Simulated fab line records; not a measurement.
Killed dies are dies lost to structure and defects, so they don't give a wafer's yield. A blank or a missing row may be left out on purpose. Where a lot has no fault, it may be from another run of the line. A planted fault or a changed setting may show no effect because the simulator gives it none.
Struck lot and sound lot, side by side / flow sky130 / 16 steps out of a route of 708
Sound: the wafers L555.1, L555.3, L555.6. Struck: wafers L564.1, L564.2, L564.5. The cause is given at the end.
Per side, at each step with rows, come the tool, then ch with its chambers, and then its first start. Under that, the readings that differ: sound wafers / struck wafers / difference of the means / sigmas: that difference in standard deviations of wafers without a fault.
alike: same words and numbers on both sides, and readings whose means sit less than 2 such deviations apart. not compared: any withheld reading, any reading some wafer has no value for, any bound like >300 that may hide the same value, and any number with overlapping values for which the record gives no deviation.
The two part at a step that has a row with sigmas, a row that says differs or no value, or rows on one side only. Numbers that have no deviation but don't overlap get no sigmas and don't part them. A reading missing from all wafers of one side parts the sides only when that side holds two or more wafers.

first, 3 steps without rows for these wafers: SKY_METAL1_EXPOSE_12 (exposes mask MM1, target cd 140 nm); SKY_METAL1_PEB_13; SKY_METAL1_DEVELOP_14 (develop time 60 s).
SKY_METAL1_CD_MEAS_15: target cd 140 nm.
  struck on cd sem-02, day 37 05:56; sound on cd sem-02, day 33 22:26
reading=cd nm (nm); sound=141.6 142.2 140.9; struck=139.9 137.7 138.5; difference=-2.9; sigmas=-2
SKY_METAL1_OVL_MEAS_16:
  struck on overlay-02, day 37 06:03; sound on overlay-01, day 33 22:33
  alike: METAL1_OVL
SKY_METAL1_DESCUM_17: chemistry O2, time 8 s.
  sound on rie metal-02 ch 0,1, day 33 22:35; struck on rie metal-02 ch 0,1, day 37 06:05
  alike: chamber pressure mTorr, drypump motor current A, oes product au
  not compared: rf hours counter h
SKY_METAL1_ETCH_18: etches BARC in N2/H2, stops on SiO2, time 45.9 s, target depth 60 nm.
  sound on rie metal-02 ch 0,1, day 33 22:37; struck on rie metal-02 ch 0,1, day 37 06:07
  alike: chamber pressure mTorr, drypump motor current A, oes product au, throttle valve pct
  not compared: rf hours counter h
SKY_METAL1_METAL_ETCH_19: etches the open film in Cl2/BCl3, stops on SiO2, target depth 360 nm, time 78 s.
  sound on rie metal-02 ch 0,1, day 33 22:41; struck on rie metal-02 ch 0,1, day 37 06:11
  alike: chamber pressure mTorr, drypump motor current A, mfc cl2 sccm, oes product au, throttle valve pct
  not compared: rf hours counter h
SKY_METAL1_STRIP_20: strips in O2/N2.
  sound on plasma asher-02 ch 0,1, day 33 22:46; struck on plasma asher-02 ch 0,1, day 37 06:16
reading=oes product au (a.u.); sound=0.347 0.346 0.354; struck=0.336 0.336 0.339; difference=-0.012; sigmas=-2
reading=strip time to endpoint s (s); sound=2.75 2.73 2.79; struck=2.66 2.57 2.61; difference=-0.14; sigmas=-3
  alike: chamber pressure mTorr, drypump motor current A, o2 flow sccm
  not compared: rf hours counter h
then, 3 steps without rows for these wafers: SKY_METAL1_STRIP_21 (strips in post etch residue remover, time 1200 s); SKY_METAL1_CLEAN_22 (cleans in IPA, time 180 s); SKY_METAL1_CLEAN_23 (cleans in O3/DIW).
SKY_VIA1_HDPCVD_00: deposits SiO2, target thk 1030 nm, time 171.7 s.
  sound on hdpcvd-01 ch 0,2, day 33 23:24; struck on hdpcvd-01 ch 0,1,2, day 37 06:58
reading=sih4 flow sccm (sccm); sound=59.80 59.78 59.91; struck=50.89 50.80 50.87; difference=-8.98; sigmas=-47
reading=model.SiO2_of_VIA1_HDPCVD_00.thk nm (nm); sound=1029 1026 1023; struck=873.1 884 871.8; difference=-149.7; sigmas=
SKY_VIA1_THK_MEAS_01:
  struck on film metro-04, day 37 07:05; sound on film metro-01, day 33 23:31
reading=VIA1_HDPCVD_THK (nm); sound=1028 1026 1023; struck=874 883 872; difference=-149; sigmas=-12
SKY_VIA1_CMP_02: polishes SiO2.
  sound on cmp-02 ch 1,3, day 33 23:34; struck on cmp-02 ch 1,2,3, day 37 07:08
  alike: head pressure psi, motor current A
-- the record jumps here: 12 days lie between the struck wafers' starts before and after (it left off in module VIA1 and takes up again in module PAD_OPEN, whose first step shown is number 708 of the route) --
SKY_PAD_OPEN_PROBE_99:
  struck on prober-01, day 49 03:56; sound on prober-01, day 46 16:59
  alike: defect limited yield, killed_at_M0_to_M3, killed_at_M4_up, killed at contacts, killed at front end, killed at other, killed dies, killed open, killed short

## WHERE THEY PART
First at SKY_METAL1_CD_MEAS_15; last, within this record, at SKY_VIA1_THK_MEAS_01. Later steps at which nothing parts them and some readings are alike: SKY_VIA1_CMP_02, SKY_PAD_OPEN_PROBE_99.

WHY: whatever the simulator had introduced
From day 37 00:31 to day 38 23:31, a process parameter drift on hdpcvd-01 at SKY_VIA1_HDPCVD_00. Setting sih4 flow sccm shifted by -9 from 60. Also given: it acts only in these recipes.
